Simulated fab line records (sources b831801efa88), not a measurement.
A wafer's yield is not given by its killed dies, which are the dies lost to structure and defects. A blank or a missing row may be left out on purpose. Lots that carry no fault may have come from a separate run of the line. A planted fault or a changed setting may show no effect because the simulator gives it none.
fab line records || flow sky130 || part 2 of 2: steps 27 to 35 of 35
[record] {"lots": 5, "wafers": 15, "last-day": 50}
route steps=708 shown METAL2@497 VIA2@507
lots that met no fault: taken from a fault-free run of the same line
start-h: start of the lot's first displayed wafer, in hours after the record's first day || wait-h: time in hours since the lot's previous step || " the same as in the row above || L1.1+2: one row covering several wafers at once || - no value present, or no start provided || * or withheld: withheld || < > ~ a bound
route shown NAME@n: a module of which the file shows steps, and the number in the route of the first || usual: mean/standard deviation taken from wafers without a fault || same: alike in all rows || chamber/n: place in a boat || sites: per-site readings || _std_site: their standard deviation || _edge_site: inner sites' mean taken away from outer sites' mean || radius-mm: how far each site lies from the wafer's centre || mask NAME#n: copy n || behind: tool/chamber where the wafer was last shaped || hold: reason for holding the lot/hours on hold/outcome of the hold || device: whichever transistor did not switch (one of n, p or np) || end of line: tests of these same wafers at the route's end || a step given without rows: its recipe and nothing more || killed: at the first sort, the dies lost to defects and structure; wafer yield is something else || map: dies across one wafer; x = killed, . = not, _ = none there
set.NAME: setting as actually run; set.NAME@STEP: the setting as run at that earlier step || model.NAME: the simulator's own value behind a step, which no gauge read
lots seen at some steps along the route; tables by step, rows by wafer
services: the hour from which a tool's chamber was out of use, counted from the record's first day as start-h (under 0 if before that day), plus the number of hours and why
[[steps]]
[step SKY_VIA2_STRIP_16]
[recipe] {"chemistry": "O2/N2", "power-w": 1400, "pressure-mtorr": 1500, "platen-temp-c": "withheld", "o2-flow-sccm": 3000, "n2-flow-sccm": 300, "overash-fraction": 0.5}
[usual] {"drypump-motor-current-A": "5.8/0.43", "oes-product-au": "0.399/0.0047", "strip-time-to-endpoint-s": "4.056/0.026"}
{"lot.wafer": "L075.3", "tool": "plasma-asher-02", "chamber": 1, "start-h": 881.07, "wait-h": 0.1, "drypump-motor-current-A": 6.1, "oes-product-au": 0.396, "rf-hours-counter-h": "-", "strip-time-to-endpoint-s": 4.086}
{"lot.wafer": "L075.5", "tool": "plasma-asher-02", "chamber": 0, "start-h": 881.07, "wait-h": 0.1, "drypump-motor-current-A": 5.7, "oes-product-au": 0.404, "rf-hours-counter-h": "-", "strip-time-to-endpoint-s": 4.077}
{"lot.wafer": "L075.6", "tool": "plasma-asher-02", "chamber": 1, "start-h": 881.07, "wait-h": 0.1, "drypump-motor-current-A": 6.0, "oes-product-au": 0.399, "rf-hours-counter-h": "-", "strip-time-to-endpoint-s": 4.073}
{"lot.wafer": "L077.1", "tool": "plasma-asher-04", "chamber": 0, "start-h": 885.29, "wait-h": 0.0, "drypump-motor-current-A": 6.3, "oes-product-au": 0.401, "rf-hours-counter-h": 43, "strip-time-to-endpoint-s": 4.040}
{"lot.wafer": "L077.3", "tool": "plasma-asher-04", "chamber": 1, "start-h": 885.29, "wait-h": 0.0, "drypump-motor-current-A": 4.8, "oes-product-au": 0.399, "rf-hours-counter-h": "-", "strip-time-to-endpoint-s": 4.042}
{"lot.wafer": "L077.6", "tool": "plasma-asher-04", "chamber": 1, "start-h": 885.29, "wait-h": 0.0, "drypump-motor-current-A": 4.8, "oes-product-au": 0.404, "rf-hours-counter-h": "-", "strip-time-to-endpoint-s": 4.088}
{"lot.wafer": "L087.1", "tool": "plasma-asher-02", "chamber": 0, "start-h": 948.54, "wait-h": 0.0, "drypump-motor-current-A": 5.8, "oes-product-au": 0.401, "rf-hours-counter-h": 20, "strip-time-to-endpoint-s": 4.095}
{"lot.wafer": "L087.2", "tool": "plasma-asher-02", "chamber": 1, "start-h": 948.54, "wait-h": 0.0, "drypump-motor-current-A": 6.1, "oes-product-au": 0.397, "rf-hours-counter-h": 20, "strip-time-to-endpoint-s": 4.069}
{"lot.wafer": "L087.5", "tool": "plasma-asher-02", "chamber": 1, "start-h": 948.54, "wait-h": 0.0, "drypump-motor-current-A": 6.1, "oes-product-au": 0.399, "rf-hours-counter-h": "-", "strip-time-to-endpoint-s": 4.041}
{"lot.wafer": "L093.2", "tool": "plasma-asher-02", "chamber": 0, "start-h": 985.69, "wait-h": 0.0, "drypump-motor-current-A": 5.8, "oes-product-au": 0.398, "rf-hours-counter-h": 24, "strip-time-to-endpoint-s": 3.995}
{"lot.wafer": "L093.5", "tool": "plasma-asher-02", "chamber": 0, "start-h": 985.69, "wait-h": 0.0, "drypump-motor-current-A": 5.7, "oes-product-au": 0.393, "rf-hours-counter-h": "-", "strip-time-to-endpoint-s": 3.966}
{"lot.wafer": "L093.6", "tool": "plasma-asher-02", "chamber": 1, "start-h": 985.69, "wait-h": 0.0, "drypump-motor-current-A": 6.0, "oes-product-au": 0.399, "rf-hours-counter-h": "-", "strip-time-to-endpoint-s": 4.020}
{"lot.wafer": "L097.2", "tool": "plasma-asher-01", "chamber": 1, "start-h": 1002.59, "wait-h": 0.1, "drypump-motor-current-A": 5.6, "oes-product-au": 0.406, "rf-hours-counter-h": 122, "strip-time-to-endpoint-s": 4.061}
{"lot.wafer": "L097.4", "tool": "plasma-asher-01", "chamber": 0, "start-h": 1002.59, "wait-h": 0.1, "drypump-motor-current-A": 6.1, "oes-product-au": 0.403, "rf-hours-counter-h": "-", "strip-time-to-endpoint-s": 4.034}
{"lot.wafer": "L097.5", "tool": "plasma-asher-01", "chamber": 1, "start-h": 1002.59, "wait-h": 0.1, "drypump-motor-current-A": 5.6, "oes-product-au": 0.397, "rf-hours-counter-h": "-", "strip-time-to-endpoint-s": 4.077}
[step SKY_VIA2_STRIP_17]
[recipe] {"chemistry": "post-etch-residue-remover", "time-s": 1200, "temp-c": 72.5}
[usual] {"bath-heat-duty-pct": "14.6/1.2"}
{"lot.wafer": "L075.3", "tool": "wet-bench-04", "chamber": 3, "start-h": 881.14, "wait-h": 0.0, "bath-heat-duty-pct": 14.7}
{"lot.wafer": "L075.5", "tool": "wet-bench-04", "chamber": 3, "start-h": 881.14, "wait-h": 0.0, "bath-heat-duty-pct": 14.0}
{"lot.wafer": "L075.6", "tool": "wet-bench-04", "chamber": 3, "start-h": 881.14, "wait-h": 0.0, "bath-heat-duty-pct": 14.2}
{"lot.wafer": "L077.1", "tool": "wet-bench-02", "chamber": 2, "start-h": 885.39, "wait-h": 0.1, "bath-heat-duty-pct": 16.3}
{"lot.wafer": "L077.3", "tool": "wet-bench-02", "chamber": 2, "start-h": 885.39, "wait-h": 0.1, "bath-heat-duty-pct": 15.9}
{"lot.wafer": "L077.6", "tool": "wet-bench-02", "chamber": 2, "start-h": 885.39, "wait-h": 0.1, "bath-heat-duty-pct": 17.2}
{"lot.wafer": "L087.1", "tool": "wet-bench-01", "chamber": 3, "start-h": 948.64, "wait-h": 0.1, "bath-heat-duty-pct": 15.0}
{"lot.wafer": "L087.2", "tool": "wet-bench-01", "chamber": 3, "start-h": 948.64, "wait-h": 0.1, "bath-heat-duty-pct": 13.6}
{"lot.wafer": "L087.5", "tool": "wet-bench-01", "chamber": 3, "start-h": 948.64, "wait-h": 0.1, "bath-heat-duty-pct": 13.5}
{"lot.wafer": "L093.2", "tool": "wet-bench-04", "chamber": 2, "start-h": 985.79, "wait-h": 0.1, "bath-heat-duty-pct": 14.4}
{"lot.wafer": "L093.5", "tool": "wet-bench-04", "chamber": 2, "start-h": 985.79, "wait-h": 0.1, "bath-heat-duty-pct": 14.1}
{"lot.wafer": "L093.6", "tool": "wet-bench-04", "chamber": 2, "start-h": 985.79, "wait-h": 0.1, "bath-heat-duty-pct": 13.8}
{"lot.wafer": "L097.2", "tool": "wet-bench-04", "chamber": 2, "start-h": 1002.69, "wait-h": 0.1, "bath-heat-duty-pct": 14.6}
{"lot.wafer": "L097.4", "tool": "wet-bench-04", "chamber": 2, "start-h": 1002.69, "wait-h": 0.1, "bath-heat-duty-pct": 14.3}
{"lot.wafer": "L097.5", "tool": "wet-bench-04", "chamber": 2, "start-h": 1002.69, "wait-h": 0.1, "bath-heat-duty-pct": 14.7}
[step SKY_VIA2_CLEAN_18]
[recipe] {"chemistry": "IPA", "time-s": 180, "temp-c": 25}
[usual] {"bath-heat-duty-pct": "6.3/0.68"}
{"lot.wafer": "L075.3", "tool": "wet-bench-01", "chamber": 3, "start-h": 881.51, "wait-h": 0.0, "bath-heat-duty-pct": 4.9}
{"lot.wafer": "L075.5", "tool": "wet-bench-01", "chamber": 3, "start-h": 881.51, "wait-h": 0.0, "bath-heat-duty-pct": 5.1}
{"lot.wafer": "L075.6", "tool": "wet-bench-01", "chamber": 3, "start-h": 881.51, "wait-h": 0.0, "bath-heat-duty-pct": 6.2}
{"lot.wafer": "L077.1", "tool": "wet-bench-04", "chamber": 1, "start-h": 885.76, "wait-h": 0.0, "bath-heat-duty-pct": 6.8}
{"lot.wafer": "L077.3", "tool": "wet-bench-04", "chamber": 1, "start-h": 885.76, "wait-h": 0.0, "bath-heat-duty-pct": 6.0}
{"lot.wafer": "L077.6", "tool": "wet-bench-04", "chamber": 1, "start-h": 885.76, "wait-h": 0.0, "bath-heat-duty-pct": 6.4}
{"lot.wafer": "L087.1", "tool": "wet-bench-02", "chamber": 3, "start-h": 949.01, "wait-h": 0.0, "bath-heat-duty-pct": 5.8}
{"lot.wafer": "L087.2", "tool": "wet-bench-02", "chamber": 3, "start-h": 949.01, "wait-h": 0.0, "bath-heat-duty-pct": 5.3}
{"lot.wafer": "L087.5", "tool": "wet-bench-02", "chamber": 3, "start-h": 949.01, "wait-h": 0.0, "bath-heat-duty-pct": 6.0}
{"lot.wafer": "L093.2", "tool": "wet-bench-02", "chamber": 0, "start-h": 986.13, "wait-h": 0.0, "bath-heat-duty-pct": 7.0}
{"lot.wafer": "L093.5", "tool": "wet-bench-02", "chamber": 0, "start-h": 986.13, "wait-h": 0.0, "bath-heat-duty-pct": 6.9}
{"lot.wafer": "L093.6", "tool": "wet-bench-02", "chamber": 0, "start-h": 986.13, "wait-h": 0.0, "bath-heat-duty-pct": 6.1}
{"lot.wafer": "L097.2", "tool": "wet-bench-04", "chamber": 1, "start-h": 1003.03, "wait-h": 0.0, "bath-heat-duty-pct": 5.4}
{"lot.wafer": "L097.4", "tool": "wet-bench-04", "chamber": 1, "start-h": 1003.03, "wait-h": 0.0, "bath-heat-duty-pct": 6.6}
{"lot.wafer": "L097.5", "tool": "wet-bench-04", "chamber": 1, "start-h": 1003.03, "wait-h": 0.0, "bath-heat-duty-pct": 6.9}
[step SKY_VIA2_CLEAN_19]
[recipe] {"chemistry": "O3/DIW", "dry": "n2-spin"}
{"lot.wafer": "L075.3+5+6", "tool": "wet-bench-02", "chamber": 3, "start-h": 881.57, "wait-h": 0.0}
{"lot.wafer": "L077.1+3+6", "tool": "wet-bench-01", "chamber": 0, "start-h": 885.82, "wait-h": 0.0}
{"lot.wafer": "L087.1+2+5", "tool": "wet-bench-04", "chamber": 2, "start-h": 949.07, "wait-h": 0.0}
{"lot.wafer": "L093.2+5+6", "tool": "wet-bench-04", "chamber": 3, "start-h": 986.19, "wait-h": 0.0}
{"lot.wafer": "L097.2+4+5", "tool": "wet-bench-04", "chamber": 1, "start-h": 1003.09, "wait-h": 0.0}
[step SKY_VIA2_SPUTTER_20]
[recipe] {"material": "TiN", "target-thk-nm": 20, "chamber-pressure-pa": 5, "power-w": 4000, "time-s": 80}
[usual] {"throttle-valve-pct": "30.2/1.2"}
{"lot.wafer": "L075.3", "tool": "pvd-sputter-01", "chamber": "-", "start-h": 881.67, "wait-h": 0.0, "throttle-valve-pct": 29.4}
{"lot.wafer": "L075.5", "tool": "pvd-sputter-01", "chamber": "-", "start-h": 881.67, "wait-h": 0.0, "throttle-valve-pct": 31.5}
{"lot.wafer": "L075.6", "tool": "pvd-sputter-01", "chamber": "-", "start-h": 881.67, "wait-h": 0.0, "throttle-valve-pct": 29.8}
{"lot.wafer": "L077.1", "tool": "pvd-sputter-04", "chamber": "-", "start-h": 885.92, "wait-h": 0.0, "throttle-valve-pct": 30.1}
{"lot.wafer": "L077.3", "tool": "pvd-sputter-04", "chamber": "-", "start-h": 885.92, "wait-h": 0.0, "throttle-valve-pct": 29.7}
{"lot.wafer": "L077.6", "tool": "pvd-sputter-04", "chamber": "-", "start-h": 885.92, "wait-h": 0.0, "throttle-valve-pct": 31.5}
{"lot.wafer": "L087.1", "tool": "pvd-sputter-01", "chamber": "-", "start-h": 949.25, "wait-h": 0.0, "throttle-valve-pct": 32.1}
{"lot.wafer": "L087.2", "tool": "pvd-sputter-01", "chamber": "-", "start-h": 949.25, "wait-h": 0.0, "throttle-valve-pct": 29.7}
{"lot.wafer": "L087.5", "tool": "pvd-sputter-01", "chamber": "-", "start-h": 949.25, "wait-h": 0.0, "throttle-valve-pct": 31.4}
{"lot.wafer": "L093.2", "tool": "pvd-sputter-02", "chamber": "-", "start-h": 986.28, "wait-h": 0.0, "throttle-valve-pct": 28.2}
{"lot.wafer": "L093.5", "tool": "pvd-sputter-02", "chamber": "-", "start-h": 986.28, "wait-h": 0.0, "throttle-valve-pct": 27.9}
{"lot.wafer": "L093.6", "tool": "pvd-sputter-02", "chamber": "-", "start-h": 986.28, "wait-h": 0.0, "throttle-valve-pct": 30.9}
{"lot.wafer": "L097.2", "tool": "pvd-sputter-04", "chamber": "-", "start-h": 1003.18, "wait-h": 0.0, "throttle-valve-pct": 31.6}
{"lot.wafer": "L097.4", "tool": "pvd-sputter-04", "chamber": "-", "start-h": 1003.18, "wait-h": 0.0, "throttle-valve-pct": 31.2}
{"lot.wafer": "L097.5", "tool": "pvd-sputter-04", "chamber": "-", "start-h": 1003.18, "wait-h": 0.0, "throttle-valve-pct": 29.4}
[step SKY_VIA2_CVD_21]
[recipe] {"material": "W", "target-thk-nm": 420, "time-s": 126.4, "temp-c": 400, "pressure-torr": 40}
[usual] {"heater-power-w": "842/59"}
{"lot.wafer": "L075.3", "tool": "cvd-w-02", "chamber": 0, "start-h": 881.78, "wait-h": 0.1, "heater-power-w": 874}
{"lot.wafer": "L075.5", "tool": "cvd-w-02", "chamber": 1, "start-h": 881.78, "wait-h": 0.1, "heater-power-w": 867}
{"lot.wafer": "L075.6", "tool": "cvd-w-02", "chamber": 0, "start-h": 881.78, "wait-h": 0.1, "heater-power-w": 863}
{"lot.wafer": "L077.1", "tool": "cvd-w-02", "chamber": 0, "start-h": 885.98, "wait-h": 0.0, "heater-power-w": 889}
{"lot.wafer": "L077.3", "tool": "cvd-w-02", "chamber": 0, "start-h": 885.98, "wait-h": 0.0, "heater-power-w": 881}
{"lot.wafer": "L077.6", "tool": "cvd-w-02", "chamber": 0, "start-h": 885.98, "wait-h": 0.0, "heater-power-w": 903}
{"lot.wafer": "L087.1", "tool": "cvd-w-02", "chamber": 0, "start-h": 949.31, "wait-h": 0.0, "heater-power-w": 837}
{"lot.wafer": "L087.2", "tool": "cvd-w-02", "chamber": 1, "start-h": 949.31, "wait-h": 0.0, "heater-power-w": 780}
{"lot.wafer": "L087.5", "tool": "cvd-w-02", "chamber": 0, "start-h": 949.31, "wait-h": 0.0, "heater-power-w": 822}
{"lot.wafer": "L093.2", "tool": "cvd-w-01", "chamber": 1, "start-h": 986.34, "wait-h": 0.0, "heater-power-w": 915}
{"lot.wafer": "L093.5", "tool": "cvd-w-01", "chamber": 1, "start-h": 986.34, "wait-h": 0.0, "heater-power-w": 903}
{"lot.wafer": "L093.6", "tool": "cvd-w-01", "chamber": 0, "start-h": 986.34, "wait-h": 0.0, "heater-power-w": 776}
{"lot.wafer": "L097.2", "tool": "cvd-w-02", "chamber": 0, "start-h": 1003.24, "wait-h": 0.0, "heater-power-w": 843}
{"lot.wafer": "L097.4", "tool": "cvd-w-02", "chamber": 0, "start-h": 1003.24, "wait-h": 0.0, "heater-power-w": 849}
{"lot.wafer": "L097.5", "tool": "cvd-w-02", "chamber": 0, "start-h": 1003.24, "wait-h": 0.0, "heater-power-w": 841}
[step SKY_VIA2_RS_MEAS_22]
[recipe] {"thk-meas-gauge": "four-point-probe", "reads": "W_of_VIA2_CVD_21+TiN_of_VIA2_SPUTTER_20"}
[usual] {"VIA2_W_RS": "0.274/0.0042"}
{"lot.wafer": "L075.3", "tool": "film-metro-03", "chamber": "-", "start-h": 881.91, "wait-h": 0.1, "VIA2_W_RS[ohm/sq]": 0.265}
{"lot.wafer": "L075.5", "tool": "film-metro-03", "chamber": "-", "start-h": 881.91, "wait-h": 0.1, "VIA2_W_RS[ohm/sq]": 0.275}
{"lot.wafer": "L075.6", "tool": "film-metro-03", "chamber": "-", "start-h": 881.91, "wait-h": 0.1, "VIA2_W_RS[ohm/sq]": 0.267}
{"lot.wafer": "L077.1", "tool": "film-metro-03", "chamber": "-", "start-h": 886.11, "wait-h": 0.1, "VIA2_W_RS[ohm/sq]": 0.270}
{"lot.wafer": "L077.3", "tool": "film-metro-03", "chamber": "-", "start-h": 886.11, "wait-h": 0.1, "VIA2_W_RS[ohm/sq]": 0.272}
{"lot.wafer": "L077.6", "tool": "film-metro-03", "chamber": "-", "start-h": 886.11, "wait-h": 0.1, "VIA2_W_RS[ohm/sq]": 0.273}
{"lot.wafer": "L087.1", "tool": "film-metro-03", "chamber": "-", "start-h": 949.44, "wait-h": 0.1, "VIA2_W_RS[ohm/sq]": 0.266}
{"lot.wafer": "L087.2", "tool": "film-metro-03", "chamber": "-", "start-h": 949.44, "wait-h": 0.1, "VIA2_W_RS[ohm/sq]": 0.274}
{"lot.wafer": "L087.5", "tool": "film-metro-03", "chamber": "-", "start-h": 949.44, "wait-h": 0.1, "VIA2_W_RS[ohm/sq]": 0.265}
{"lot.wafer": "L093.2", "tool": "film-metro-02", "chamber": "-", "start-h": 986.49, "wait-h": 0.1, "VIA2_W_RS[ohm/sq]": 0.272}
{"lot.wafer": "L093.5", "tool": "film-metro-02", "chamber": "-", "start-h": 986.49, "wait-h": 0.1, "VIA2_W_RS[ohm/sq]": 0.273}
{"lot.wafer": "L093.6", "tool": "film-metro-02", "chamber": "-", "start-h": 986.49, "wait-h": 0.1, "VIA2_W_RS[ohm/sq]": 0.277}
{"lot.wafer": "L097.2", "tool": "film-metro-02", "chamber": "-", "start-h": 1003.39, "wait-h": 0.1, "VIA2_W_RS[ohm/sq]": 0.269}
{"lot.wafer": "L097.4", "tool": "film-metro-02", "chamber": "-", "start-h": 1003.39, "wait-h": 0.1, "VIA2_W_RS[ohm/sq]": 0.269}
{"lot.wafer": "L097.5", "tool": "film-metro-02", "chamber": "-", "start-h": 1003.39, "wait-h": 0.1, "VIA2_W_RS[ohm/sq]": 0.273}
[step SKY_VIA2_THK_MEAS_23]
[recipe] {"thk-meas-gauge": "xrf", "reads": "W_of_VIA2_CVD_21"}
[usual] {"VIA2_W_THK": "416/6.6"}
{"lot.wafer": "L075.3", "tool": "film-metro-03", "chamber": "-", "start-h": 882.01, "wait-h": 0.1, "VIA2_W_THK[nm]": 425}
{"lot.wafer": "L075.5", "tool": "film-metro-03", "chamber": "-", "start-h": 882.01, "wait-h": 0.1, "VIA2_W_THK[nm]": 413}
{"lot.wafer": "L075.6", "tool": "film-metro-03", "chamber": "-", "start-h": 882.01, "wait-h": 0.1, "VIA2_W_THK[nm]": 423}
{"lot.wafer": "L077.1", "tool": "film-metro-03", "chamber": "-", "start-h": 886.23, "wait-h": 0.1, "VIA2_W_THK[nm]": 417}
{"lot.wafer": "L077.3", "tool": "film-metro-03", "chamber": "-", "start-h": 886.23, "wait-h": 0.1, "VIA2_W_THK[nm]": 416}
{"lot.wafer": "L077.6", "tool": "film-metro-03", "chamber": "-", "start-h": 886.23, "wait-h": 0.1, "VIA2_W_THK[nm]": 417}
{"lot.wafer": "L087.1", "tool": "film-metro-03", "chamber": "-", "start-h": 949.56, "wait-h": 0.1, "VIA2_W_THK[nm]": 427}
{"lot.wafer": "L087.2", "tool": "film-metro-03", "chamber": "-", "start-h": 949.56, "wait-h": 0.1, "VIA2_W_THK[nm]": 415}
{"lot.wafer": "L087.5", "tool": "film-metro-03", "chamber": "-", "start-h": 949.56, "wait-h": 0.1, "VIA2_W_THK[nm]": 429}
{"lot.wafer": "L093.2", "tool": "film-metro-02", "chamber": "-", "start-h": 986.60, "wait-h": 0.1, "VIA2_W_THK[nm]": 418}
{"lot.wafer": "L093.5", "tool": "film-metro-02", "chamber": "-", "start-h": 986.60, "wait-h": 0.1, "VIA2_W_THK[nm]": 415}
{"lot.wafer": "L093.6", "tool": "film-metro-02", "chamber": "-", "start-h": 986.60, "wait-h": 0.1, "VIA2_W_THK[nm]": 407}
{"lot.wafer": "L097.2", "tool": "film-metro-02", "chamber": "-", "start-h": 1003.50, "wait-h": 0.1, "VIA2_W_THK[nm]": 421}
{"lot.wafer": "L097.4", "tool": "film-metro-02", "chamber": "-", "start-h": 1003.50, "wait-h": 0.1, "VIA2_W_THK[nm]": 424}
{"lot.wafer": "L097.5", "tool": "film-metro-02", "chamber": "-", "start-h": 1003.50, "wait-h": 0.1, "VIA2_W_THK[nm]": 414}
[step SKY_VIA2_CMP_24]
[recipe] {"stop-on": "SiO2", "t-overpolish-s": 20, "down-force-psi": 3.5, "platen-rpm": 60, "target-thk-nm": 0, "pad-velocity-m-s": 0.94248}
[usual] {"motor-current-A": "10.8/0.71", "overpolish-run-s": "20.000/0.0086", "retaining-ring-pressure-frac": "1.001/0.0052", "slurry-filter-dp-kPa": "13.49/0.14", "time-to-endpoint-s": "102/3.2"}
{"lot.wafer": "L075.3", "tool": "cmp-01", "chamber": 3, "start-h": 882.10, "wait-h": 0.1, "motor-current-A": 11.5, "overpolish-run-s": 19.996, "retaining-ring-pressure-frac": 1.005, "slurry-filter-dp-kPa": 13.33, "time-to-endpoint-s": 107}
{"lot.wafer": "L075.5", "tool": "cmp-01", "chamber": 2, "start-h": 882.10, "wait-h": 0.1, "motor-current-A": 10.7, "overpolish-run-s": 19.994, "retaining-ring-pressure-frac": 0.999, "slurry-filter-dp-kPa": 13.41, "time-to-endpoint-s": 101}
{"lot.wafer": "L075.6", "tool": "cmp-01", "chamber": 3, "start-h": 882.10, "wait-h": 0.1, "motor-current-A": 11.8, "overpolish-run-s": 20.009, "retaining-ring-pressure-frac": 1.006, "slurry-filter-dp-kPa": 13.65, "time-to-endpoint-s": 103}
{"lot.wafer": "L077.3", "tool": "cmp-01", "chamber": 0, "start-h": 886.34, "wait-h": 0.1, "motor-current-A": 10.6, "overpolish-run-s": 19.994, "retaining-ring-pressure-frac": 1.007, "slurry-filter-dp-kPa": 13.29, "time-to-endpoint-s": 107}
{"lot.wafer": "L077.1", "tool": "cmp-01", "chamber": 2, "start-h": 886.34, "wait-h": 0.1, "motor-current-A": 11.2, "overpolish-run-s": 20.020, "retaining-ring-pressure-frac": 1.008, "slurry-filter-dp-kPa": 13.42, "time-to-endpoint-s": 106}
{"lot.wafer": "L077.6", "tool": "cmp-01", "chamber": 3, "start-h": 886.34, "wait-h": 0.1, "motor-current-A": 11.8, "overpolish-run-s": 20.013, "retaining-ring-pressure-frac": 0.999, "slurry-filter-dp-kPa": 13.41, "time-to-endpoint-s": 108}
{"lot.wafer": "L087.2", "tool": "cmp-02", "chamber": 3, "start-h": 949.72, "wait-h": 0.1, "motor-current-A": 9.7, "overpolish-run-s": 19.997, "retaining-ring-pressure-frac": 0.990, "slurry-filter-dp-kPa": 13.48, "time-to-endpoint-s": 101}
{"lot.wafer": "L087.1", "tool": "cmp-02", "chamber": 0, "start-h": 949.72, "wait-h": 0.1, "motor-current-A": 10.4, "overpolish-run-s": 20.009, "retaining-ring-pressure-frac": 1.005, "slurry-filter-dp-kPa": 13.72, "time-to-endpoint-s": 106}
{"lot.wafer": "L087.5", "tool": "cmp-02", "chamber": 2, "start-h": 949.72, "wait-h": 0.1, "motor-current-A": 11.1, "overpolish-run-s": 19.992, "retaining-ring-pressure-frac": 1.000, "slurry-filter-dp-kPa": 13.28, "time-to-endpoint-s": 104}
{"lot.wafer": "L093.2", "tool": "cmp-01", "chamber": 2, "start-h": 986.70, "wait-h": 0.1, "motor-current-A": 11.7, "overpolish-run-s": 19.992, "retaining-ring-pressure-frac": 0.998, "slurry-filter-dp-kPa": 13.03, "time-to-endpoint-s": 102}
{"lot.wafer": "L093.5", "tool": "cmp-01", "chamber": 1, "start-h": 986.70, "wait-h": 0.1, "motor-current-A": 11.1, "overpolish-run-s": 19.998, "retaining-ring-pressure-frac": 0.996, "slurry-filter-dp-kPa": 13.35, "time-to-endpoint-s": 103}
{"lot.wafer": "L093.6", "tool": "cmp-01", "chamber": 2, "start-h": 986.70, "wait-h": 0.1, "motor-current-A": 11.2, "overpolish-run-s": 20.005, "retaining-ring-pressure-frac": 1.004, "slurry-filter-dp-kPa": 13.53, "time-to-endpoint-s": 100}
{"lot.wafer": "L097.4", "tool": "cmp-02", "chamber": 1, "start-h": 1003.55, "wait-h": 0.0, "motor-current-A": 10.8, "overpolish-run-s": 19.998, "retaining-ring-pressure-frac": 0.995, "slurry-filter-dp-kPa": 13.72, "time-to-endpoint-s": 106}
{"lot.wafer": "L097.2", "tool": "cmp-02", "chamber": 2, "start-h": 1003.55, "wait-h": 0.0, "motor-current-A": 11.1, "overpolish-run-s": 19.998, "retaining-ring-pressure-frac": 0.990, "slurry-filter-dp-kPa": 13.46, "time-to-endpoint-s": 106}
{"lot.wafer": "L097.5", "tool": "cmp-02", "chamber": 2, "start-h": 1003.55, "wait-h": 0.0, "motor-current-A": 11.2, "overpolish-run-s": 20.003, "retaining-ring-pressure-frac": 0.997, "slurry-filter-dp-kPa": 13.47, "time-to-endpoint-s": 104}
[[services]]
{"tool": "wet-bench-03", "chamber": "-", "start-h": 829.22, "hours": 5.8, "kind": "repair"}
{"tool": "rie-metal-03", "chamber": 0, "start-h": 829.62, "hours": 1.5, "kind": "repair"}
{"tool": "cmp-02", "chamber": "-", "start-h": 862.88, "hours": 6.8, "kind": "pm"}
{"tool": "plasma-asher-02", "chamber": "-", "start-h": 869.41, "hours": 5.4, "kind": "repair"}
{"tool": "hdpcvd-02", "chamber": "-", "start-h": 871.91, "hours": 14.6, "kind": "pm"}
{"tool": "krf-scanner-01", "chamber": "-", "start-h": 881.89, "hours": 0.2, "kind": "repair"}
{"tool": "cmp-02", "chamber": "-", "start-h": 886.07, "hours": 1.7, "kind": "repair"}
{"tool": "krf-scanner-01", "chamber": "-", "start-h": 891.44, "hours": 1.3, "kind": "pm"}
{"tool": "plasma-asher-02", "chamber": "-", "start-h": 897.30, "hours": 5.9, "kind": "repair"}
{"tool": "cmp-02", "chamber": "-", "start-h": 898.22, "hours": 3.0, "kind": "repair"}
{"tool": "cvd-w-02", "chamber": "-", "start-h": 900.54, "hours": 6.9, "kind": "pm"}
{"tool": "cvd-w-02", "chamber": "-", "start-h": 907.44, "hours": 14.0, "kind": "pm"}
{"tool": "cmp-02", "chamber": "-", "start-h": 912.00, "hours": 4.0, "kind": "pm"}
{"tool": "rie-diel-02", "chamber": 0, "start-h": 914.39, "hours": 2.4, "kind": "repair"}
{"tool": "krf-scanner-01", "chamber": "-", "start-h": 915.54, "hours": 4.4, "kind": "pm"}
{"tool": "rie-diel-02", "chamber": 0, "start-h": 923.29, "hours": 4.3, "kind": "repair"}
{"tool": "rie-diel-02", "chamber": 2, "start-h": 924.87, "hours": 5.0, "kind": "repair"}
{"tool": "rie-metal-04", "chamber": "-", "start-h": 942.68, "hours": 8.9, "kind": "repair"}
{"tool": "krf-scanner-01", "chamber": "-", "start-h": 945.23, "hours": 1.0, "kind": "pm"}
{"tool": "rie-metal-02", "chamber": 1, "start-h": 946.45, "hours": 3.9, "kind": "repair"}
{"tool": "wet-bench-02", "chamber": "-", "start-h": 946.67, "hours": 1.7, "kind": "repair"}
{"tool": "rie-metal-02", "chamber": "-", "start-h": 948.80, "hours": 4.3, "kind": "pm"}
{"tool": "wet-bench-01", "chamber": "-", "start-h": 982.79, "hours": 53.1, "kind": "pm"}
{"tool": "rie-diel-02", "chamber": 1, "start-h": 1000.94, "hours": 13.5, "kind": "repair"}
